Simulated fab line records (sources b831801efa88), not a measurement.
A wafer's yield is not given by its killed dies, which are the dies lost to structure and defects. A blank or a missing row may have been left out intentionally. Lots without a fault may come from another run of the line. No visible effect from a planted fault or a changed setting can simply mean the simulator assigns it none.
8D (eight disciplines) problem report, filled in by code | flow sky130 | the parts of the form that need people (team, actions taken, sign-off) are left out

1. PROBLEM STATEMENT
Mean METAL5_ALCU_RS at SKY_METAL5_RS_MEAS_05: 0.0147 ohm/sq over 3 wafers in 3 lots; fault-free wafers: 0.0271 ohm/sq, standard deviation 0.00032. That puts it -39 standard deviations away from the usual mean.
The step: measures by four-point-probe.
First seen on wafer L998.3, day 46 19:31, on filmMetro-01. The record has a number at this step for 45 wafers belonging to 15 lots. By rule, "out" or "out of limits" means more than 4 standard deviations away from the usual mean. Any other wafer with a number is counted as sound.

2. WHAT IT IS AND WHAT IT IS NOT
question                    | is                         | is not
which readings at this step | METAL5_ALCU_RS             | -
which lots                  | L101, L998, L999           | L102, L103, L104, L106, L985, L986, L987, L988, L989, L990, L991, L993
which wafers of those lots  | L101.5, L998.3, L999.5     | L101.1, L101.2, L998.1, L998.4, L999.1, L999.2
read on which gauges        | filmMetro-01, filmMetro-04 | filmMetro-03
when                        | from day 46 19:31          | up to then (26 sound wafers); but 16 sound wafers of L101, L102, L103, L104, L106, L999 came after

3. SUSPECTS, AND WHAT RULES EACH OUT
Counting: any tool at a process step up to the reading remains a suspect provided it ran every lot that is out. Sound lots after the first of them don't rule it out here, since some wafers of a struck lot are sound.
- the gauge at SKY_METAL5_RS_MEAS_05 has been ruled out. The wafers that are out were read on 2 gauges (filmMetro-01, filmMetro-04).
- pvdSputter-04 at SKY_METAL5_SPUTTER_02 (material AlCu, target thk 1150 nm, time 61.2 s): kept. It ran every lot that is out, first L998 (day 46 19:23).
- pvdSputter-04 at SKY_METAL5_SPUTTER_04 (material TiN, target thk 70 nm, time 58.3 s): kept. It ran every lot that is out, first L998 (day 46 19:28).
The count leaves pvdSputter-04 at SKY_METAL5_SPUTTER_04 and pvdSputter-04 at SKY_METAL5_SPUTTER_02.

4. THE CAUSE (what the simulator had put in)
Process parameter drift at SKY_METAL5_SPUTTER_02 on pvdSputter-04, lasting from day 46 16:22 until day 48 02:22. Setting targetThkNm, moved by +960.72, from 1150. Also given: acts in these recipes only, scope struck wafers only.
Counting leaves 2 suspects; this tool is one of them.

5. SEQUENCE OF EFFECTS, ordered by route
Each row: a reading whose mean over the struck wafers that have a number lies more than 3 standard deviations from the usual. Scope: only readings with a usual standard deviation given in the record; hours: median across lots of the time from each lot's start at the first step in this table that gives one to its start at this step; sigmas: change in usual standard deviations.
hours | step                     | reading         | usual         | on struck wafers | change  | sigmas
0     | SKY_METAL5_RS_MEAS_05    | METAL5_ALCU_RS  | 0.0271 ohm/sq | 0.0147           | -0.0124 | -39
3     | SKY_METAL5_THK_MEAS_06   | METAL5_ALCU_THK | 1147 nm       | 2091             | +944    | +59
19    | SKY_METAL5_METAL_ETCH_15 | oesProductAu    | 0.894 a.u.    | 0.997            | +0.103  | +22
Its process steps:
- SKY_METAL5_METAL_ETCH_15: etches the open film in Cl2/BCl3, stops on SiO2, target depth 1260 nm, time 252 s.

6. HOW IT WOULD HAVE BEEN CAUGHT EARLIER
In this record the first reading out of limits at a measuring or inspecting step was taken at day 46 19:31, 3 hours after the fault began at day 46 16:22.
Of the tool readings at SKY_METAL5_SPUTTER_02 for which the record gives a usual standard deviation, none was out on any struck wafer, so an alarm limit of 4 standard deviations on them would not have fired.
Of the lots that are out (3), L999, L101 began SKY_METAL5_SPUTTER_02 on pvdSputter-04 after day 46 19:31. A hold on the tool at that time would have spared those 2.
